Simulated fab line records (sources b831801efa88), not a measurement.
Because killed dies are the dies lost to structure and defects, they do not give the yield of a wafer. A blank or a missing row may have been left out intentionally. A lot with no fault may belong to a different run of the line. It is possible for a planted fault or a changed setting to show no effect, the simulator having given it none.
Comparing a struck lot with a sound one    flow sky130    34 steps out of a route of 708
Sound: these wafers, L297.2, L297.4, L297.6. Struck: wafer L304.6 (L304.1, L304.5, from the same lot, were not struck and are left out); the cause is given at the end.
Each step with rows lists, per side, the tool, then ch with its chambers, then its first start. Under that, the readings that differ: sound wafers    struck wafers    difference of the means    sigmas: that difference in standard deviations of wafers without a fault.
alike: readings with means less than 2 such deviations apart, plus words and numbers identical on both sides. not compared: withheld readings, readings lacking a value on some wafer, bounds such as >300 that could conceal the same value, and numbers that have no deviation in the record and whose values overlap.
Wherever a step has rows on one side only, a row that says differs or no value, or a row with sigmas, the two part there. Numbers that have no deviation but don't overlap get no sigmas and don't part them. A reading missing from all wafers of one side parts the sides only when that side holds two or more wafers.

first, 9 steps without rows for these wafers: SKY_METAL2_DEVELOP_14 (develop time 60 s); SKY_METAL2_DESCUM_17 (chemistry O2, time 8 s); SKY_METAL2_ETCH_18 (etches BARC in N2/H2, stops on SiO2, time 45.9 s, target depth 60 nm); SKY_METAL2_METAL_ETCH_19 (etches the open film in Cl2/BCl3, stops on SiO2, target depth 360 nm, time 78 s); SKY_METAL2_STRIP_20 (strips in O2/N2); SKY_METAL2_STRIP_21 (strips in post etch residue remover, time 1200 s); SKY_METAL2_CLEAN_22 (cleans in IPA, time 180 s); SKY_METAL2_CLEAN_23 (cleans in O3/DIW); SKY_VIA2_HDPCVD_00 (deposits SiO2, target thk 1180 nm, time 196.7 s).
SKY_VIA2_CMP_02: polishes SiO2.
  sound on cmp-01 ch 0,2, day 35 01:24; struck on cmp-02 ch 2, day 38 06:04
  alike: motor_current_A
then, 23 steps without rows for these wafers: SKY_VIA2_DEHYDRATE_04 (time 60 s); SKY_VIA2_HMDS_05 (prime time 60 s); SKY_VIA2_COAT_06 (resist thk 60 nm); SKY_VIA2_COAT_07 (resist thk 450 nm); SKY_VIA2_SOFTBAKE_08 (time 90 s); SKY_VIA2_EXPOSE_09 (exposes mask VIM2, target cd 200 nm); SKY_VIA2_PEB_10; SKY_VIA2_DEVELOP_11 (develop time 60 s); SKY_VIA2_ETCH_14 (etches BARC in N2/H2, stops on SiO2, time 45.9 s, target depth 60 nm); SKY_VIA2_ETCH_15 (etches SiO2 in C4F8/O2/Ar, stops on TiN, target depth 546 nm, time 84 s); SKY_VIA2_STRIP_16 (strips in O2/N2); SKY_VIA2_STRIP_17 (strips in post etch residue remover, time 1200 s); SKY_VIA2_CLEAN_18 (cleans in IPA, time 180 s); SKY_VIA2_CLEAN_19 (cleans in O3/DIW); SKY_VIA2_SPUTTER_20 (material TiN, target thk 20 nm, time 80 s); SKY_VIA2_CVD_21 (deposits W, target thk 420 nm, time 126.4 s); SKY_VIA2_CMP_24 (polishes, stops on SiO2, t overpolish 20 s, target thk 0 nm); SKY_METAL3_SPUTTER_00 (material Ti, target thk 15 nm, time 10 s); SKY_METAL3_SPUTTER_01 (material TiN, target thk 20 nm, time 16.7 s); SKY_METAL3_SPUTTER_02 (material AlCu, target thk 735 nm, time 39.1 s); SKY_METAL3_SPUTTER_03 (material Ti, target thk 5 nm, time 3.3 s); SKY_METAL3_SPUTTER_04 (material TiN, target thk 70 nm, time 58.3 s); SKY_CAPM_CVD_00 (deposits SiO2, target thk 15.5 nm).
-- the record jumps here: 10 days lie between the struck wafers' starts before and after (it left off in module CAPM and takes up again in module PAD_OPEN, whose first step shown is number 708 of the route) --
SKY_PAD_OPEN_PROBE_99:
  sound on prober-02 at day 45 14:17; struck on prober-01 at day 48 02:19
reading                                sound               struck                    difference                    sigmas
hold                                   - - -               await_dispo/2.9h/release  no value on the sound wafers  
defect_limited_yield (%)               79.9 83.1 78.3      49.4                      -31.0                         -17
killed_at_M0_to_M3                     62 44 45            206                       +156                          +20
killed_dies                            99 83 107           249                       +153                          +17
killed_on_rim                          23 17 16            48                        +29                           +8
killed_open                            56 51 54            38                        -16                           -2
sort_bin_3_pad_short (%)               0.8 0.4 1.4         4.1                       +3.2                          +7
sort_bin_5_function (%)                13.2 10.2 13.6      32.7                      +20.4                         +14
sort_bin_6_memory (%)                  6.1 6.3 6.7         13.8                      +7.4                          +7
sort_n_pass                            393 409 385         243                       -153                          -17
sort_yield_pct (%)                     79.9 83.1 78.3      49.4                      -31.0                         -17
model.etest.tester.sort_n_pass         393 409 385         243                       -153                          
model.etest.tester.sort_yield_pct (%)  79.88 83.13 78.25   49.39                     -31.03                        
model.etest.tester.sort_bin_5_pct (%)  13.21 10.16 13.62   32.72                     +20.39                        
model.etest.tester.sort_bin_6_pct (%)  6.098 6.301 6.707   13.82                     +7.45                         
model.etest.tester.sort_bin_3_pct (%)  0.813 0.4065 1.423  4.065                     +3.184                        
  alike: killed_at_M4_up, killed_at_contacts, killed_at_front_end, killed_at_other, killed_short

## WHERE THEY PART
Only at SKY_PAD_OPEN_PROBE_99, as far as this record shows.

WHY: what had been put in by the simulator
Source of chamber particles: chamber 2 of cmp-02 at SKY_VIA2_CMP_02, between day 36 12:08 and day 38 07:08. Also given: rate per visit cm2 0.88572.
